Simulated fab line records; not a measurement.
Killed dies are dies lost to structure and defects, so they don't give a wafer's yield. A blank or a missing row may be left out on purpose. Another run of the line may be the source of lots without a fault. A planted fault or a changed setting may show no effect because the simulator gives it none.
fab line records | flow gf180mcu
record: lots: 15 | wafers: 45 | last-day: 34
route steps=602 shown STI@2 DNWELL@41 LVPWELL@61
lots that met no fault: taken from a fault-free run of the same line
start-h: the number of hours between the record's first day and the start of the first shown wafer of the lot | wait-h: hours since the lot's step before | " unchanged from the row above | L1.1+2: a row that stands for several wafers | - no value, or no start given | * or withheld: withheld | < > ~ a bound
route shown NAME@n: NAME is a module with steps in the file, n the number in the route of the first one | usual: mean/standard deviation of fault-free wafers | same: alike in all rows | chamber/n: place in a boat | sites: per-site readings | _std_site: how widely they spread, as a standard deviation | _edge_site: outer sites' mean less inner sites' | radius-mm: how far each site lies from the wafer's centre | mask NAME#n: copy n | behind: the most recent tool/chamber to have shaped the wafer | hold: cause of the lot's hold/its duration in hours/its outcome | device: the n, p or np transistor that did not switch | end of line: at the end of the route, the tests of the same wafers | where a step has no rows: the recipe by itself | killed: dies lost to structure and defects at the first sort, not the wafer's yield | map: the dies of a wafer, with x for killed, . for not killed, _ for no die there
set.NAME: the run value of the setting; set.NAME@STEP: its run value at that earlier step | model.NAME: the simulator's own value behind a step, which no gauge read
steps of the route over a sample of lots; a table a step, a row a wafer
services: a tool's chamber out of use, with start hour (start-h, from the record's first day; less than 0 if before it), hours out, and reason
== steps ==
step: GF_STI_OXIDATION_01
recipe: temp-c: 900 | ambient: O2 | stabilise-s: 600 | purge-s: 300 | target-thk-a: 100 | ox-time-s: 1418
usual: ox-temp-c: 900.0/0.41 | ox-temp-c-max: 906.7/1.2 | ox-time-s: 1418/0
lot.wafer | tool       | chamber | start-h | wait-h | ox-temp-c | ox-temp-c-max | ox-time-s
L958.2    | furnace-01 | 0       | 10.18   | 0.1    | 899.9     | 906.1         | 1418
L958.4    | "          | 0       | "       | "      | 899.9     | 907.1         | 1418
L958.6    | "          | 0       | "       | "      | 899.3     | 906.1         | 1418
L959.2    | furnace-02 | 0       | 15.57   | 0.5    | 900.6     | 907.0         | 1418
L959.4    | "          | 0       | "       | "      | 900.0     | 907.5         | 1418
L959.5    | "          | 0       | "       | "      | 900.2     | 908.1         | 1418
L960.1    | furnace-01 | 0       | 20.12   | 0.1    | 899.3     | 904.3         | 1418
L960.2    | "          | 0       | "       | "      | 899.6     | 905.2         | 1418
L960.3    | "          | 0       | "       | "      | 900.2     | 906.6         | 1418
L961.1    | furnace-01 | 0       | 25.76   | 0.7    | 899.5     | 905.3         | 1418
L961.3    | "          | 0       | "       | "      | 900.1     | 905.7         | 1418
L961.5    | "          | 0       | "       | "      | 900.3     | 906.5         | 1418
L962.2    | furnace-02 | 0       | 30.28   | 0.2    | 899.9     | 907.9         | 1418
L962.5    | "          | 0       | "       | "      | 900.4     | 908.5         | 1418
L962.6    | "          | 0       | "       | "      | 900.2     | 907.8         | 1418
L963.4    | furnace-02 | 0       | 36.00   | 0.9    | 899.7     | 907.5         | 1418
L963.5    | "          | 0       | "       | "      | 899.5     | 907.5         | 1418
L963.6    | "          | 0       | "       | "      | 899.8     | 905.4         | 1418
L964.3    | furnace-01 | 0       | 40.21   | 0.2    | 899.7     | 906.1         | 1418
L964.5    | "          | 0       | "       | "      | 899.7     | 905.9         | 1418
L964.6    | "          | 0       | "       | "      | 899.2     | 907.6         | 1418
L965.1    | furnace-01 | 0       | 45.14   | 0.1    | 900.4     | 906.1         | 1418
L965.2    | "          | 0       | "       | "      | 900.6     | 906.4         | 1418
L965.6    | "          | 0       | "       | "      | 900.2     | 906.9         | 1418
L966.1    | furnace-01 | -       | 50.66   | 0.6    | -         | -             | -
L966.3    | "          | -       | "       | "      | -         | -             | -
L966.5    | "          | -       | "       | "      | -         | -             | -
L967.2    | furnace-01 | -       | 55.12   | 0.1    | -         | -             | -
L967.3    | "          | -       | "       | "      | -         | -             | -
L967.5    | "          | -       | "       | "      | -         | -             | -
L968.1    | furnace-02 | -       | 60.75   | 0.7    | -         | -             | -
L968.2    | "          | -       | "       | "      | -         | -             | -
L968.5    | "          | -       | "       | "      | -         | -             | -
L971.2    | furnace-02 | 0       | 75.52   | 0.5    | 900.0     | 906.6         | 1418
L971.3    | "          | 0       | "       | "      | 899.8     | 909.1         | 1418
L971.5    | "          | 0       | "       | "      | 899.9     | 908.1         | 1418
L975.1    | furnace-02 | 0       | 97.36   | 2.3    | 900.7     | 907.3         | 1418
L975.2    | "          | 0       | "       | "      | 899.9     | 906.5         | 1418
L975.4    | "          | 0       | "       | "      | 900.4     | 908.8         | 1418
L978.3    | furnace-02 | 0       | 110.94  | 0.9    | 900.3     | 908.6         | 1418
L978.5    | "          | 0       | "       | "      | 900.2     | 909.3         | 1418
L978.6    | "          | 0       | "       | "      | 899.6     | 906.6         | 1418
L980.1    | furnace-02 | 0       | 120.55  | 0.5    | 900.1     | 908.3         | 1418
L980.2    | "          | 0       | "       | "      | 900.0     | 907.0         | 1418
L980.3    | "          | 0       | "       | "      | 899.8     | 907.9         | 1418
step: GF_STI_CD_MEAS_12
recipe: target-cd-nm: 220
usual: cd-nm: 219.9/1.3
lot.wafer | tool      | chamber | start-h | wait-h | cd-nm
L958.2    | cd-sem-02 | -       | 25.90   | 0.1    | 220.7
L958.4    | "         | -       | "       | "      | 220.3
L958.6    | "         | -       | "       | "      | 220.1
L959.2    | cd-sem-01 | -       | 31.34   | 0.1    | 219.5
L959.4    | "         | -       | "       | "      | 220.3
L959.5    | "         | -       | "       | "      | 219.6
L960.1    | cd-sem-01 | -       | 35.48   | 0.1    | 220.9
L960.2    | "         | -       | "       | "      | 220.3
L960.3    | "         | -       | "       | "      | 220.7
L961.1    | cd-sem-02 | -       | 41.68   | 0.1    | 220.9
L961.3    | "         | -       | "       | "      | 221.4
L961.5    | "         | -       | "       | "      | 220.7
L962.2    | cd-sem-02 | -       | 45.67   | 0.1    | 218.8
L962.5    | "         | -       | "       | "      | 219.4
L962.6    | "         | -       | "       | "      | 218.4
L963.4    | cd-sem-01 | -       | 52.03   | 0.1    | 221.1
L963.5    | "         | -       | "       | "      | 220.8
L963.6    | "         | -       | "       | "      | 220.7
L964.3    | cd-sem-01 | -       | 56.34   | 0.1    | 218.4
L964.5    | "         | -       | "       | "      | 220.0
L964.6    | "         | -       | "       | "      | 219.9
L965.1    | cd-sem-01 | -       | 60.88   | 0.1    | 221.8
L965.2    | "         | -       | "       | "      | 219.8
L965.6    | "         | -       | "       | "      | 221.8
L966.1    | cd-sem-01 | -       | 67.27   | 0.1    | 221.7
L966.3    | "         | -       | "       | "      | 221.0
L966.5    | "         | -       | "       | "      | 221.0
L967.2    | cd-sem-01 | -       | 71.47   | 0.1    | 218.9
L967.3    | "         | -       | "       | "      | 218.5
L967.5    | "         | -       | "       | "      | 218.8
L968.1    | cd-sem-01 | -       | 77.43   | 0.1    | 218.6
L968.2    | "         | -       | "       | "      | 218.0
L968.5    | "         | -       | "       | "      | 218.1
L971.2    | cd-sem-01 | -       | 92.12   | 0.1    | 218.9
L971.3    | "         | -       | "       | "      | 218.3
L971.5    | "         | -       | "       | "      | 218.0
L975.1    | cd-sem-01 | -       | 114.17  | 0.1    | 221.0
L975.2    | "         | -       | "       | "      | 222.1
L975.4    | "         | -       | "       | "      | 220.0
L978.3    | cd-sem-01 | -       | 128.29  | 0.1    | 220.1
L978.5    | "         | -       | "       | "      | 220.1
L978.6    | "         | -       | "       | "      | 219.7
L980.1    | cd-sem-01 | -       | 138.87  | 0.1    | 219.5
L980.2    | "         | -       | "       | "      | 219.4
L980.3    | "         | -       | "       | "      | 220.2
step: GF_DNWELL_TW_MEAS_09
usual: DNWELL_TW: 1342/12
lot.wafer | tool          | chamber | start-h | wait-h | DNWELL_TW
L958.2    | film-metro-02 | -       | 43.11   | 0.1    | 1339
L958.4    | "             | -       | "       | "      | 1331
L958.6    | "             | -       | "       | "      | 1332
L959.2    | film-metro-02 | -       | 48.51   | 0.1    | 1328
L959.4    | "             | -       | "       | "      | 1324
L959.5    | "             | -       | "       | "      | 1328
L960.1    | film-metro-03 | -       | 52.80   | 0.1    | 1337
L960.2    | "             | -       | "       | "      | 1346
L960.3    | "             | -       | "       | "      | 1343
L961.1    | film-metro-04 | -       | 58.85   | 0.1    | 1356
L961.3    | "             | -       | "       | "      | 1363
L961.5    | "             | -       | "       | "      | 1363
L962.2    | film-metro-03 | -       | 66.49   | 0.1    | 1337
L962.5    | "             | -       | "       | "      | 1348
L962.6    | "             | -       | "       | "      | 1348
L963.4    | film-metro-03 | -       | 70.43   | 0.1    | 1350
L963.5    | "             | -       | "       | "      | 1343
L963.6    | "             | -       | "       | "      | 1341
L964.3    | film-metro-03 | -       | 74.72   | 0.1    | 1342
L964.5    | "             | -       | "       | "      | 1335
L964.6    | "             | -       | "       | "      | 1339
L965.1    | film-metro-03 | -       | 79.05   | 0.1    | 1332
L965.2    | "             | -       | "       | "      | 1333
L965.6    | "             | -       | "       | "      | 1333
L971.2    | film-metro-03 | -       | 117.96  | 0.1    | 1339
L971.3    | "             | -       | "       | "      | 1331
L971.5    | "             | -       | "       | "      | 1327
L975.1    | film-metro-02 | -       | 141.53  | 0.1    | 1327
L975.2    | "             | -       | "       | "      | 1329
L975.4    | "             | -       | "       | "      | 1318
L978.3    | film-metro-04 | -       | 148.47  | 0.1    | 1349
L978.5    | "             | -       | "       | "      | 1345
L978.6    | "             | -       | "       | "      | 1349
L980.1    | film-metro-04 | -       | 160.80  | 0.1    | 1344
L980.2    | "             | -       | "       | "      | 1355
L980.3    | "             | -       | "       | "      | 1353
step: GF_LVPWELL_OVL_MEAS_07
usual: LVPWELL_OVL: -0.2/1.2
lot.wafer | tool       | chamber | start-h | wait-h | LVPWELL_OVL[nm]
L958.2    | overlay-02 | -       | 68.91   | -      | 1.0
L958.4    | "          | -       | "       | "      | -0.3
L958.6    | "          | -       | "       | "      | -1.0
L959.2    | overlay-02 | -       | 74.81   | -      | -1.0
L959.4    | "          | -       | "       | "      | -0.5
L959.5    | "          | -       | "       | "      | -0.3
L960.1    | overlay-01 | -       | 78.82   | -      | 0.4
L960.2    | "          | -       | "       | "      | -0.6
L960.3    | "          | -       | "       | "      | -1.2
L961.1    | overlay-01 | -       | 85.92   | -      | -1.4
L961.3    | "          | -       | "       | "      | -0.7
L961.5    | "          | -       | "       | "      | -1.8
L962.2    | overlay-01 | -       | 93.45   | -      | 0.7
L962.5    | "          | -       | "       | "      | 0.2
L962.6    | "          | -       | "       | "      | 1.8
L963.4    | overlay-02 | -       | 98.84   | -      | 1.2
L963.5    | "          | -       | "       | "      | 1.4
L963.6    | "          | -       | "       | "      | -0.4
L964.3    | overlay-01 | -       | 102.33  | -      | 1.6
L964.5    | "          | -       | "       | "      | 2.3
L964.6    | "          | -       | "       | "      | 0.0
L965.1    | overlay-02 | -       | 106.95  | -      | 0.7
L965.2    | "          | -       | "       | "      | 0.2
L965.6    | "          | -       | "       | "      | -0.5
L971.2    | overlay-02 | -       | 147.56  | -      | 1.8
L971.3    | "          | -       | "       | "      | 1.9
L971.5    | "          | -       | "       | "      | 0.2
L975.1    | overlay-02 | -       | 172.32  | -      | -2.5
L975.2    | "          | -       | "       | "      | -1.7
L975.4    | "          | -       | "       | "      | -0.8
L978.3    | overlay-01 | -       | 179.96  | -      | -0.2
L978.5    | "          | -       | "       | "      | -1.3
L978.6    | "          | -       | "       | "      | 0.8
L980.1    | overlay-01 | -       | 194.10  | -      | -1.5
L980.2    | "          | -       | "       | "      | -1.2
L980.3    | "          | -       | "       | "      | -0.8
== services ==
tool       | chamber | start-h | hours | kind
furnace-02 | -       | 5.06    | 4.2   | repair
furnace-02 | -       | 48.81   | 3.9   | pm
furnace-01 | -       | 106.17  | 11.2  | pm
furnace-01 | -       | 117.32  | 5.6   | pm
== key ==
first-sign: step: GF_STI_OXIDATION_01 | reading: tool-record | direction: missing
effect none on later readings
met-at GF_STI_OXIDATION_01
struck-lots L966,L967,L968
later-rows-left-out L966.1,L966.3,L966.5,L967.2,L967.3,L967.5,L968.1,L968.2,L968.5
sort-left-out L966.1,L966.3,L966.5,L967.2,L967.3,L967.5,L968.1,L968.2,L968.5
tester-left-out L966,L967,L968
not-acting-at GF_STI_CD_MEAS_12,GF_DNWELL_TW_MEAS_09,GF_LVPWELL_OVL_MEAS_07
onset-between 45.14 50.66
fault: kind: skipped-step-whole | tool: furnace-01,furnace-02 | chamber: - | onset-h: 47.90 | steps: GF_STI_OXIDATION_01 | scope: struck-lots-only
tester-left-out: of these lots the tester's yield and bins aren't shown, on N5 and GAA mostly nor the transistor test; their killed dies are dies lost to structure and defects alone, not to doping, threshold or leakage, so they don't give the yield
sort-left-out: the simulated sort isn't trusted on such a fault, so these wafers' sort isn't shown, and their yield isn't known
later-rows-left-out: the simulator's readings of these wafers behind a module that went badly wrong aren't trusted and aren't shown, but for the sort
